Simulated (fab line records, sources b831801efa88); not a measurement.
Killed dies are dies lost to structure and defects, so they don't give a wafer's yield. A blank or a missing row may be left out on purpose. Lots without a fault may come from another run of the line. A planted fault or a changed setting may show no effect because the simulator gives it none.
Problem report in the 8D (eight disciplines) form, filled by code | flow sky130 | the parts of the form that need people (team, actions taken, sign-off) are left out

1. THE PROBLEM
CAP2M_TIN_RS at SKY_CAP2M_RS_MEAS_03 reads a mean of 7.25 ohm/sq on 6 wafers of 2 lots; wafers without a fault read 6.93 ohm/sq with a standard deviation of 0.069. That is +4.7 standard deviations from the usual mean.
The step: measures by four-point-probe.
First seen on wafer L974.1, day 42 15:05, on film_metro-01. The record holds 30 wafers of 10 lots with a number at this step. Rule for "out", or "out of limits": more than 4 standard deviations from the usual mean. The other wafers with a number count as sound.

2. WHAT IT IS AND WHAT IT IS NOT
question                    | is                           | is not
which readings at this step | CAP2M_TIN_RS                 | -
which lots                  | L974, L975                   | L965, L966, L967, L969, L970, L980, L985, L987
which wafers of those lots  | all that have a number       | -
read on which gauges        | film_metro-01, film_metro-03 | film_metro-02
when                        | from day 42 15:05            | up to then (15 sound wafers); but 9 sound wafers of L980, L985, L987 came after

3. SUSPECTS, AND WHAT RULES EACH OUT
Counting: a tool at a process step up to the reading stays a suspect if it ran every lot that is out and no sound lot after the first of them.
- the gauge at SKY_CAP2M_RS_MEAS_03: ruled out. The wafers that are out were read on 2 gauges (film_metro-01, film_metro-03).
- pvd_sputter-03 at SKY_CAP2M_SPUTTER_02 (material TiN, target thk 200 nm, time 166.7 s): kept. It ran every lot that is out, first L974 (day 42 14:58), and no sound lot after that; its last sound lot up to then is L970 (day 42 09:50).
Left after counting: pvd_sputter-03 at SKY_CAP2M_SPUTTER_02.

4. THE CAUSE (what the simulator had put in)
Process parameter drift: pvd_sputter-03, from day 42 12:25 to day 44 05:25, at SKY_CAP2M_SPUTTER_02. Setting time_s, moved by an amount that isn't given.
Counting left only this tool.

5. THE CHAIN OF EFFECTS, in route order
Each row: a reading whose mean over the struck wafers that have a number lies more than 3 standard deviations from the usual. Only readings for which the record gives a usual standard deviation are gone through. hours: the time from each lot's start at the first step in this table that gives one to its start at this step, as a median over the lots. sigmas: the change in usual standard deviations.
hours | step                    | reading        | usual       | on struck wafers | change | sigmas
0     | SKY_CAP2M_RS_MEAS_03    | CAP2M_TIN_RS   | 6.93 ohm/sq | 7.25             | +0.32  | +4.7
0     | SKY_CAP2M_THK_MEAS_04   | CAP2M_TIN_THK  | 201.3 nm    | 192.7            | -8.7   | -4.3
23    | SKY_CAP2M_METAL_ETCH_13 | oes_product_au | 0.940 a.u.  | 0.914            | -0.026 | -3.5
The process steps in it:
- SKY_CAP2M_METAL_ETCH_13: etches TiN in Cl2/BCl3, stops on SiO2, target depth 220 nm, time 62.9 s.
Readings that are blank on the struck wafers while sound wafers have them: susceptor_temp_C at SKY_CAP2M_SPUTTER_02.

6. WHAT WOULD HAVE CAUGHT IT SOONER
In this record the first reading out of limits at a measuring or inspecting step was taken at day 42 15:05, 3 hours after the fault began at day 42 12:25.
Of the lots that are out (2), L975 began SKY_CAP2M_SPUTTER_02 on pvd_sputter-03 after day 42 15:05. A hold on the tool at that time would have spared it.
